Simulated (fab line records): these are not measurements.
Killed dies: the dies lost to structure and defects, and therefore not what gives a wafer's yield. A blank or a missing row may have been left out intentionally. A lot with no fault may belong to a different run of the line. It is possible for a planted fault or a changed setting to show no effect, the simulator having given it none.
Which tool did it? :: flow sky130 :: Sampling: 14 lots, 39 wafers, 4 of 708 route steps

WHAT THE GAUGES READ, wafer by wafer
SKY_FIELD_ISO_BOW_MEAS_00. Usual: for INCOMING_BOW the level is 0 um and the standard deviation is 6.1.
lot: L698
measured: day 1 15:01
on: filmMetro-04
INCOMING_BOW (um): 8 3 -1
flag: 

lot: L699
measured: day 1 20:00
on: filmMetro-04
INCOMING_BOW (um): 2 7 1
flag: 

lot: L700
measured: day 2 01:00
on: filmMetro-01
INCOMING_BOW (um): -2 -16 -9
flag: 

lot: L701
measured: day 2 06:01
on: filmMetro-02
INCOMING_BOW (um): 1 -9 -5
flag: 

lot: L703
measured: day 2 16:01
on: filmMetro-02
INCOMING_BOW (um): -7 1 4
flag: 

lot: L704
measured: day 2 21:04
on: filmMetro-04
INCOMING_BOW (um): 8 1 0
flag: 

lot: L706
measured: day 3 07:00
on: filmMetro-04
INCOMING_BOW (um): 0 3 0
flag: 

lot: L708
measured: day 3 17:00
on: filmMetro-04
INCOMING_BOW (um): -10 -2 4
flag: 

lot: L710
measured: day 4 03:00
on: filmMetro-02
INCOMING_BOW (um): -1 -11 9
flag: 

lot: L711
measured: day 4 08:01
on: filmMetro-02
INCOMING_BOW (um): -1 -1 4
flag: 

lot: L714
measured: day 4 23:04
on: filmMetro-01
INCOMING_BOW (um): -4 -2
flag: 

lot: L715
measured: day 5 04:02
on: filmMetro-04
INCOMING_BOW (um): 1 0
flag: 

lot: L716
measured: day 5 09:01
on: filmMetro-01
INCOMING_BOW (um): -7 -7 13
flag: 

lot: L717
measured: day 5 14:01
on: filmMetro-04
INCOMING_BOW (um): 8 3
flag: 

SKY_NWELL_OVL_MEAS_10. Usual: for NWELL_00_OVL the level is 1.7 nm and the standard deviation is 1.5.
lot: L698
measured: day 4 19:10
on: overlay-02
NWELL_00_OVL (nm): 0.9 2.0 -0.5
flag: 

lot: L699
measured: day 5 00:19
on: overlay-01
NWELL_00_OVL (nm): 2.6 3.0 3.4
flag: 

lot: L700
measured: day 5 04:13
on: overlay-02
NWELL_00_OVL (nm): -1.0 0.9 3.0
flag: 

lot: L701
measured: day 5 11:58
on: overlay-01
NWELL_00_OVL (nm): 0.5 -1.1 0.5
flag: 

lot: L703
measured: day 6 03:10
on: overlay-01
NWELL_00_OVL (nm): 2.8 1.6 1.2
flag: 

lot: L704
measured: day 6 13:11
on: overlay-01
NWELL_00_OVL (nm): 0.6 0.9 0.7
flag: 

lot: L706
measured: day 6 20:01
on: overlay-02
NWELL_00_OVL (nm): 6.0 6.6 2.0
flag: 

lot: L708
measured: day 7 04:31
on: overlay-01
NWELL_00_OVL (nm): -0.6 0.8 -0.5
flag: 

lot: L710
measured: day 7 15:58
on: overlay-01
NWELL_00_OVL (nm): 2.1 2.4 -0.3
flag: 

lot: L711
measured: day 7 20:37
on: overlay-02
NWELL_00_OVL (nm): 0.2 -1.9 0.7
flag: 

lot: L714
measured: day 8 11:29
on: overlay-02
NWELL_00_OVL (nm): 1.9 2.0
flag: 

lot: L715
measured: day 8 18:23
on: overlay-01
NWELL_00_OVL (nm): 3.0 2.5
flag: 

lot: L716
measured: day 9 06:07
on: overlay-01
NWELL_00_OVL (nm): 2.0 2.4 2.6
flag: 

lot: L717
measured: day 9 22:28
on: overlay-01
NWELL_00_OVL (nm): -0.3 1.2
flag: 

WHAT TOOL EACH LOT RAN ON (gives the tool, then ch and the chambers of the sampled wafers, and finally the start)
lot: L698
SKY_FIELD_ISO_ETCH_17: rieSi-01 ch 0,1,3, day 2 10:32
SKY_PWDE_STRIP_09: plasmaAsher-01 ch 0,1, day 4 03:24

lot: L699
SKY_FIELD_ISO_ETCH_17: rieSi-02 ch 1,3, day 2 15:20
SKY_PWDE_STRIP_09: plasmaAsher-01 ch 0,1, day 4 07:19

lot: L700
SKY_FIELD_ISO_ETCH_17: rieSi-02 ch 1,2,3, day 2 21:23
SKY_PWDE_STRIP_09: plasmaAsher-01 ch 0,1, day 4 11:36

lot: L701
SKY_FIELD_ISO_ETCH_17: rieSi-02 ch 2,3, day 3 02:23
SKY_PWDE_STRIP_09: plasmaAsher-01 ch 0,1, day 4 19:00

lot: L703
SKY_FIELD_ISO_ETCH_17: rieSi-01 ch 0,1,3, day 3 12:53
SKY_PWDE_STRIP_09: plasmaAsher-01 ch 0,1, day 5 08:42

lot: L704
SKY_FIELD_ISO_ETCH_17: rieSi-02 ch 0,2,3, day 3 17:04
SKY_PWDE_STRIP_09: plasmaAsher-03 ch 0,1, day 5 18:32

lot: L706
SKY_FIELD_ISO_ETCH_17: rieSi-02 ch 0,3, day 4 03:11
SKY_PWDE_STRIP_09: plasmaAsher-01 ch 0,1, day 6 01:00

lot: L708
SKY_FIELD_ISO_ETCH_17: rieSi-01 ch 0,1,3, day 4 15:26
SKY_PWDE_STRIP_09: plasmaAsher-03 ch 0,1, day 6 09:48

lot: L710
SKY_FIELD_ISO_ETCH_17: rieSi-01 ch 1,2,3, day 4 23:44
SKY_PWDE_STRIP_09: plasmaAsher-03 ch 0,1, day 6 21:54

lot: L711
SKY_FIELD_ISO_ETCH_17: rieSi-02 ch 0,1,3, day 5 07:50
SKY_PWDE_STRIP_09: plasmaAsher-03 ch 0,1, day 7 02:42

lot: L714
SKY_FIELD_ISO_ETCH_17: rieSi-02 ch 1,3, day 5 21:26
SKY_PWDE_STRIP_09: plasmaAsher-01 ch 1, day 7 16:47

lot: L715
SKY_FIELD_ISO_ETCH_17: rieSi-02 ch 1,3, day 6 03:08
SKY_PWDE_STRIP_09: plasmaAsher-01 ch 0,1, day 7 22:50

lot: L716
SKY_FIELD_ISO_ETCH_17: rieSi-01 ch 2,3, day 6 07:29
SKY_PWDE_STRIP_09: plasmaAsher-02 ch 0,1, day 8 08:51

lot: L717
SKY_FIELD_ISO_ETCH_17: rieSi-02 ch 0,1, day 6 13:11
SKY_PWDE_STRIP_09: plasmaAsher-02 ch 0, day 9 00:19
- SKY_FIELD_ISO_ETCH_17: etches Si in HBr/Cl2/O2, target depth 342 nm, time 97.7 s.
- SKY_PWDE_STRIP_09: strips in O2/N2.

WHAT THE TOOLS THEMSELVES READ (means of the sampled wafers that have a number; where no wafer has one, the mark that the record gives instead)
SKY_FIELD_ISO_ETCH_17. Usual: drypumpMotorCurrentA 5.9 A, standard deviation 0.53; oesProductAu 1.001 a.u., standard deviation 0.015; runLengthS 125.9 s, standard deviation 0.31; throttleValvePct 25.656 %, standard deviation 0.013.
lot: L698
tool: rieSi-01
drypumpMotorCurrentA (A): 5.5
oesProductAu (a.u.): 1.004
runLengthS (s): 126.0
throttleValvePct (%): 25.646
flag: 

lot: L699
tool: rieSi-02
drypumpMotorCurrentA (A): 6.3
oesProductAu (a.u.): 0.996
runLengthS (s): 125.7
throttleValvePct (%): 25.645
flag: 

lot: L700
tool: rieSi-02
drypumpMotorCurrentA (A): 6.5
oesProductAu (a.u.): 0.993
runLengthS (s): 125.5
throttleValvePct (%): 25.662
flag: 

lot: L701
tool: rieSi-02
drypumpMotorCurrentA (A): 6.3
oesProductAu (a.u.): 0.990
runLengthS (s): 125.8
throttleValvePct (%): 25.667
flag: 

lot: L703
tool: rieSi-01
drypumpMotorCurrentA (A): 5.5
oesProductAu (a.u.): 1.006
runLengthS (s): 125.9
throttleValvePct (%): 25.651
flag: 

lot: L704
tool: rieSi-02
drypumpMotorCurrentA (A): 6.2
oesProductAu (a.u.): 1.006
runLengthS (s): 125.9
throttleValvePct (%): 25.657
flag: 

lot: L706
tool: rieSi-02
drypumpMotorCurrentA (A): 6.1
oesProductAu (a.u.): 0.998
runLengthS (s): 125.7
throttleValvePct (%): 25.656
flag: 

lot: L708
tool: rieSi-01
drypumpMotorCurrentA (A): 5.5
oesProductAu (a.u.): 1.005
runLengthS (s): 126.1
throttleValvePct (%): 25.645
flag: 

lot: L710
tool: rieSi-01
drypumpMotorCurrentA (A): 5.4
oesProductAu (a.u.): 0.999
runLengthS (s): 125.9
throttleValvePct (%): 25.655
flag: 

lot: L711
tool: rieSi-02
drypumpMotorCurrentA (A): 6.2
oesProductAu (a.u.): 1.015
runLengthS (s): 125.9
throttleValvePct (%): 25.650
flag: 

lot: L714
tool: rieSi-02
drypumpMotorCurrentA (A): 6.4
oesProductAu (a.u.): 0.995
runLengthS (s): 111.7
throttleValvePct (%): 25.654
flag: OFF

lot: L715
tool: rieSi-02
drypumpMotorCurrentA (A): 6.4
oesProductAu (a.u.): 1.010
runLengthS (s): 118.5
throttleValvePct (%): 25.648
flag: OFF

lot: L716
tool: rieSi-01
drypumpMotorCurrentA (A): 5.1
oesProductAu (a.u.): 1.003
runLengthS (s): 126.2
throttleValvePct (%): 25.653
flag: 

lot: L717
tool: rieSi-02
drypumpMotorCurrentA (A): 6.2
oesProductAu (a.u.): 1.015
runLengthS (s): 118.9
throttleValvePct (%): 25.650
flag: OFF

SKY_PWDE_STRIP_09. Usual: drypumpMotorCurrentA 5.3 A, standard deviation 0.48; oesProductAu 0.723 a.u., standard deviation 0.0043; stripTimeToEndpointS 36.91 s, standard deviation 0.093.
lot: L698
tool: plasmaAsher-01
drypumpMotorCurrentA (A): 5.0
oesProductAu (a.u.): 0.722
stripTimeToEndpointS (s): 36.86
flag: 

lot: L699
tool: plasmaAsher-01
drypumpMotorCurrentA (A): 5.1
oesProductAu (a.u.): 0.726
stripTimeToEndpointS (s): 36.90
flag: 

lot: L700
tool: plasmaAsher-01
drypumpMotorCurrentA (A): 5.5
oesProductAu (a.u.): 0.725
stripTimeToEndpointS (s): 36.87
flag: 

lot: L701
tool: plasmaAsher-01
drypumpMotorCurrentA (A): 5.0
oesProductAu (a.u.): 0.720
stripTimeToEndpointS (s): 36.85
flag: 

lot: L703
tool: plasmaAsher-01
drypumpMotorCurrentA (A): 5.5
oesProductAu (a.u.): 0.718
stripTimeToEndpointS (s): 36.75
flag: 

lot: L704
tool: plasmaAsher-03
drypumpMotorCurrentA (A): 5.3
oesProductAu (a.u.): 0.719
stripTimeToEndpointS (s): 37.12
flag: 

lot: L706
tool: plasmaAsher-01
drypumpMotorCurrentA (A): 5.5
oesProductAu (a.u.): 0.719
stripTimeToEndpointS (s): 36.75
flag: 

lot: L708
tool: plasmaAsher-03
drypumpMotorCurrentA (A): 5.3
oesProductAu (a.u.): 0.721
stripTimeToEndpointS (s): 36.85
flag: 

lot: L710
tool: plasmaAsher-03
drypumpMotorCurrentA (A): 5.3
oesProductAu (a.u.): 0.727
stripTimeToEndpointS (s): 36.78
flag: 

lot: L711
tool: plasmaAsher-03
drypumpMotorCurrentA (A): 5.3
oesProductAu (a.u.): 0.723
stripTimeToEndpointS (s): 36.95
flag: 

lot: L714
tool: plasmaAsher-01
drypumpMotorCurrentA (A): 4.7
oesProductAu (a.u.): 0.722
stripTimeToEndpointS (s): 36.97
flag: 

lot: L715
tool: plasmaAsher-01
drypumpMotorCurrentA (A): 5.3
oesProductAu (a.u.): 0.726
stripTimeToEndpointS (s): 36.97
flag: 

lot: L716
tool: plasmaAsher-02
drypumpMotorCurrentA (A): 5.3
oesProductAu (a.u.): 0.725
stripTimeToEndpointS (s): 36.89
flag: 

lot: L717
tool: plasmaAsher-02
drypumpMotorCurrentA (A): 5.1
oesProductAu (a.u.): 0.722
stripTimeToEndpointS (s): 36.95
flag: 

THE ANSWER, worked out from the rows above alone
Rule: a lot counts as off when the mean over its wafers that have a number is more than 3 standard deviations away from the usual mean. A lot without any number at a reading at which 4 lots or more have one is off too. Any other lot the step has rows for is counted as sound. Order of review: gauges by route order, followed by the tools' own readings, for which a lot's mean as printed above is used. At the first step where some lot is off, the reading lying furthest off is the one used; lots without a number count as furthest.
Off, at SKY_FIELD_ISO_ETCH_17 on runLengthS: L714, L715, L717.
If a tool, at that step or one of the process steps before it, ran each lot that is off and ran no sound lot following the first of them, it fits. One candidate fits, namely rieSi-02 at SKY_FIELD_ISO_ETCH_17. A fault onset in the window from L711 (day 5 07:50, its last sound lot) to L714 (day 5 21:26, its first lot off) fits.
On the lots that are off, the tool's own readings at SKY_FIELD_ISO_ETCH_17 differ by more than 5 times the standard deviation of the sound lots' means, which bears it out; runLengthS reads 116.4 s there versus 125.9 s on the sound lots.

WHAT THE SIMULATOR PUT IN
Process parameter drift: rieSi-02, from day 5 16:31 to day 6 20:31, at SKY_FIELD_ISO_ETCH_17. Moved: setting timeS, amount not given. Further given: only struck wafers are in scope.
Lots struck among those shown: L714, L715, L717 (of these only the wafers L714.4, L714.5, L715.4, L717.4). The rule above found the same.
